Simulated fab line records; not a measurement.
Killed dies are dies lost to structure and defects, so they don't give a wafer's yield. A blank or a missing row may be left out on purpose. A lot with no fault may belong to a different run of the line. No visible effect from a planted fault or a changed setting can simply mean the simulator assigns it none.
Problem report in the 8D (eight disciplines) form, filled by code / flow sky130 / the parts of the form that need people (team, actions taken, sign-off) are left out

## 1. THE ISSUE
PWDE_RS at SKY_NWELL_RS_MEAS_31 reads a mean of 5358 ohm/sq on 3 wafers of 3 lots; wafers without a fault read 5272 ohm/sq with a standard deviation of 16. Relative to the usual mean, that is a shift of +5.4 standard deviations.
The step: measures by four-point-probe.
The first sign was on wafer L363.6 at day 8 15:11, on film metro-04. The record holds 36 wafers of 13 lots with a number at this step. Rule for "out", or "out of limits": more than 4 standard deviations from the usual mean. Any other wafer with a number is counted as sound.

## 2. WHAT THIS IS AND IS NOT
question=which readings at this step | is=PWDE_RS | is not=-
question=which lots | is=L363, L365, L367 | is not=L351, L352, L353, L354, L356, L357, L359, L360, L370, L371
question=which wafers of those lots | is=L363.6, L365.6, L367.3 | is not=L363.2, L365.4, L367.2
question=read on which gauges | is=film metro-02, film metro-03, film metro-04 | is not=-
question=when | is=from day 8 15:11 | is not=up to then (25 sound wafers); but 8 sound wafers of L365, L367, L370, L371 came after

## 3. THE SUSPECTS, EACH WITH WHAT RULES IT OUT
Counting: if a tool at a process step up to the reading ran every lot that is out, it stays a suspect. Sound lots after the first of them don't rule it out here, since some wafers of a struck lot are sound.
- the gauge at SKY_NWELL_RS_MEAS_31: ruled out. Those wafers that are out were read across 3 gauges (film metro-02, film metro-03, film metro-04).
- implanter-03 at SKY_PWDE_IMPLANT_08: kept. Every lot that is out went through it, the first being L363 (day 6 21:26); the last sound lot it ran before that was L359 (day 5 21:55).
Left after counting: implanter-03 at SKY_PWDE_IMPLANT_08.

## 4. THE CAUSE (what the simulator had put in)
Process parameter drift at SKY_PWDE_IMPLANT_08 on implanter-03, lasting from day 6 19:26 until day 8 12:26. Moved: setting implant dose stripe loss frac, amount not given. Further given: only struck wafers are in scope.
After counting, this tool was the only one left.

## 5. SEQUENCE OF EFFECTS, ordered by route
Each row: a reading whose mean over the struck wafers that have a number lies more than 3 standard deviations from the usual. Only readings for which the record gives a usual standard deviation are gone through. hours: the time from each lot's start at the first step in this table that gives one to its start at this step, as a median over the lots. sigmas: the change in usual standard deviations.
hours=0; step=SKY_NWELL_RS_MEAS_31; reading=PWDE_RS; usual=5272 ohm/sq; on struck wafers=5358; change=+86; sigmas=+5.4
At these later measuring or inspecting steps, every struck wafer for which the step has a row has a number for every such reading, and none has moved that far: SKY_VT_ADJUST_LVTN_OVL_MEAS_18.

## 6. WHAT WOULD HAVE CAUGHT IT SOONER
The first out-of-limits reading at a measuring or inspecting step in this record came at day 8 15:11, 44 hours after the fault's start at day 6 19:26.
An alarm limit of 4 standard deviations would not have fired on the tool readings at SKY_PWDE_IMPLANT_08 for which the record gives a usual standard deviation, since none of them was out on any struck wafer.
Lots out: 3; all had begun SKY_PWDE_IMPLANT_08 on implanter-03 by day 8 15:11. None of them would have been spared by holding the tool at that moment.
